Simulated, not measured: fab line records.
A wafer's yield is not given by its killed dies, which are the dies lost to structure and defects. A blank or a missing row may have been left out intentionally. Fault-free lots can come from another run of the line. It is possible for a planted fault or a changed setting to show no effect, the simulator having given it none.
Matching of chambers / flow sky130 / rie_diel-03 running SKY_VIA2_ETCH_14: 4 sister chambers
The step etches BARC in N2/H2, stops on SiO2, time 45.9 s, target depth 60 nm. 8 wafers are shown with their chamber, then 12 later ones without.

WAFERS WITH THEIR CHAMBER
wafer=L085.3; chamber=0; oes_product_au (a.u.)=0.857; throttle_valve_pct (%)=13.228
wafer=L085.5; chamber=3; oes_product_au (a.u.)=0.848; throttle_valve_pct (%)=13.238
wafer=L088.1; chamber=1; oes_product_au (a.u.)=0.854; throttle_valve_pct (%)=13.229
wafer=L088.2; chamber=2; oes_product_au (a.u.)=0.857; throttle_valve_pct (%)=13.222
wafer=L088.4; chamber=2; oes_product_au (a.u.)=0.863; throttle_valve_pct (%)=13.220
wafer=L092.1; chamber=1; oes_product_au (a.u.)=0.859; throttle_valve_pct (%)=13.242
wafer=L092.2; chamber=0; oes_product_au (a.u.)=0.854; throttle_valve_pct (%)=13.223
wafer=L092.3; chamber=3; oes_product_au (a.u.)=0.854; throttle_valve_pct (%)=13.208

WAFERS WITHOUT THEIR CHAMBER
wafer=L092.4; oes_product_au (a.u.)=0.854; throttle_valve_pct (%)=13.219
wafer=L092.5; oes_product_au (a.u.)=0.850; throttle_valve_pct (%)=13.215
wafer=L092.6; oes_product_au (a.u.)=0.846; throttle_valve_pct (%)=13.222
wafer=L093.1; oes_product_au (a.u.)=0.859; throttle_valve_pct (%)=13.217
wafer=L093.2; oes_product_au (a.u.)=0.854; throttle_valve_pct (%)=13.225
wafer=L093.6; oes_product_au (a.u.)=0.856; throttle_valve_pct (%)=13.219
wafer=L094.1; oes_product_au (a.u.)=0.852; throttle_valve_pct (%)=13.214
wafer=L094.3; oes_product_au (a.u.)=0.849; throttle_valve_pct (%)=13.233
wafer=L094.6; oes_product_au (a.u.)=0.859; throttle_valve_pct (%)=13.246
wafer=L097.1; oes_product_au (a.u.)=0.847; throttle_valve_pct (%)=13.230
wafer=L097.2; oes_product_au (a.u.)=0.857; throttle_valve_pct (%)=13.221
wafer=L097.5; oes_product_au (a.u.)=0.853; throttle_valve_pct (%)=13.214

WHICH CHAMBER EACH ONE RAN IN
wafer=L092.4; from the rows above=can't be placed: 0 or 3 or 1 or 2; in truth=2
wafer=L092.5; from the rows above=can't be placed: 3 or 0 or 1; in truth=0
wafer=L092.6; from the rows above=can't be placed: 3 or 0 or 1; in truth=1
wafer=L093.1; from the rows above=can't be placed: 2 or 0 or 1 or 3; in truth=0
wafer=L093.2; from the rows above=can't be placed: 0 or 3 or 1 or 2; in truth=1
wafer=L093.6; from the rows above=can't be placed: 0 or 2 or 1 or 3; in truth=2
wafer=L094.1; from the rows above=can't be placed: 3 or 0 or 1 or 2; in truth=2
wafer=L094.3; from the rows above=can't be placed: 3 or 0 or 1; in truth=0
wafer=L094.6; from the rows above=can't be placed: 1 or 0 or 2 or 3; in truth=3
wafer=L097.1; from the rows above=can't be placed: 3 or 0 or 1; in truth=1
wafer=L097.2; from the rows above=can't be placed: 0 or 2 or 1 or 3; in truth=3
wafer=L097.5; from the rows above=can't be placed: 3 or 0 or 2 or 1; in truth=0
0 of 12 placed correctly. Can't be placed from these rows: 12 (the true chamber is among the candidates in 12). Wrongly placed: 0.
How it was worked out, from the rows above alone: a wafer's distance from a chamber is the root of the sum, over the readings, of the square of ((its reading less the chamber's mean) divided by the reading's scatter). The wafer belongs to the nearest chamber; if the next one is less than 2 further off, it can't be placed. Each chamber's mean is taken over the wafers shown for it. The scatter: take each reading less its chamber's mean, square it, sum over the shown wafers, divide by the number of wafers less the number of chambers, and take the root.
